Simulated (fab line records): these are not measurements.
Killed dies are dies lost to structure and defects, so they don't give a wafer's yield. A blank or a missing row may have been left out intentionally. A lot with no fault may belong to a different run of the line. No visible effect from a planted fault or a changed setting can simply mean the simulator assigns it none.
2 desks looking at one fault / flow gf180mcu / each desk holds nothing but its own numbers, with what lay behind them at the end

## DESK OF THE TOOL OWNER: implanter-01
For each lot that ran on this tool, the mean over its sampled wafers that have a number, from the tool's own readings at GF_MVSD_IMPLANT_09. Any lot whose mean is over 4 standard deviations away from the usual mean is out of limits and marked OUT; that distance is given in the brackets.
Columns: A = doseIonsCm2 at GF_MVSD_IMPLANT_09, usual 4.999e+12; B = endStationPressureTorr at GF_MVSD_IMPLANT_09, usual 5.02e-06 Torr; C = faradayCurrentUA at GF_MVSD_IMPLANT_09, usual 28.2
lot=L548; first seen here=day 5 07:28; A=4.994e+12; B=5.05e-06; C=28.9
lot=L549; first seen here=day 5 14:50; A=4.995e+12; B=5.00e-06; C=28.0
lot=L550; first seen here=day 5 21:22; A=4.994e+12; B=4.66e-06; C=28.1
lot=L552; first seen here=day 6 12:04; A=1.056e+12 (-99 or more) OUT; B=5.10e-06; C=6.0 (-38) OUT
lot=L553; first seen here=day 6 15:45; A=1.058e+12 (-99 or more) OUT; B=5.12e-06; C=6.0 (-38) OUT
This desk finds L552, L553 out of limits, L552 being first, at day 6 12:04 (doseIonsCm2 at GF_MVSD_IMPLANT_09). L548, L549, L550 stayed within limits.

## FROM THE METROLOGY DESK
What the gauges read, lot by lot, whatever tool the lot ran on: means of the sampled wafers that have a number. Any lot whose mean is over 4 standard deviations away from the usual mean is out of limits and marked OUT; that distance is given in the brackets.
Columns: A = MVSD_TW at GF_MVSD_TW_MEAS_11, usual 1607; B = MVSD_RS at GF_VT_IMPLANT_RS_MEAS_46, usual 456.6 ohm/sq; C = V2_CVD_00_THK at GF_V2_THK_MEAS_01, usual 597 nm
lot=L546; first seen here=day 4 22:45; A=1608; B=457.2; C=598
lot=L547; first seen here=day 5 03:27; A=1596; B=454.9; C=600
lot=L548; first seen here=day 5 07:43; A=1594; B=456.0; C=598
lot=L549; first seen here=day 5 15:05; A=1594; B=455.8; C=597
lot=L550; first seen here=day 5 21:38; A=1611; B=456.5; C=595
lot=L552; first seen here=day 6 12:19; A=1559 (-4.0) OUT; B=538.7 (+75) OUT; C=595
lot=L553; first seen here=day 6 16:00; A=1563; B=539.5 (+75) OUT; C=595
lot=L557; first seen here=day 7 13:57; A=1616; B=456.0; C=600
lot=L561; first seen here=day 8 13:24; A=1612; B=456.5; C=590
lot=L563; first seen here=day 8 23:20; A=1613; B=455.4; C=603
lot=L565; first seen here=day 9 14:30; A=1608; B=457.3; C=602
lot=L567; first seen here=day 9 23:34; A=1607; B=457.7; C=599
Per this desk, out of limits: L552, L553; the first was L552, day 6 12:19 (MVSD_TW at GF_MVSD_TW_MEAS_11). L546, L547, L548, L549, L550, L557, L561, L563, L565, L567 stayed within limits.

## ALL TOGETHER
An alarm could have come from the tool owner's desk at day 6 12:04, on L552, L553.
At day 6 12:19 the metrology desk could have sounded an alarm, on L552, L553.
Every lot named ran GF_MVSD_IMPLANT_09 on implanter-01.

## WHAT THE SIMULATOR PUT IN
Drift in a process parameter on implanter-01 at GF_MVSD_IMPLANT_09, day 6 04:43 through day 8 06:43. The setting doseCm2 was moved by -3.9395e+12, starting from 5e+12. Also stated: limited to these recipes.
Shown lots that were struck: L552, L553.
Time in hours from fault onset to the first out-of-limits reading at each desk: tool owner's desk 7, metrology desk 8.
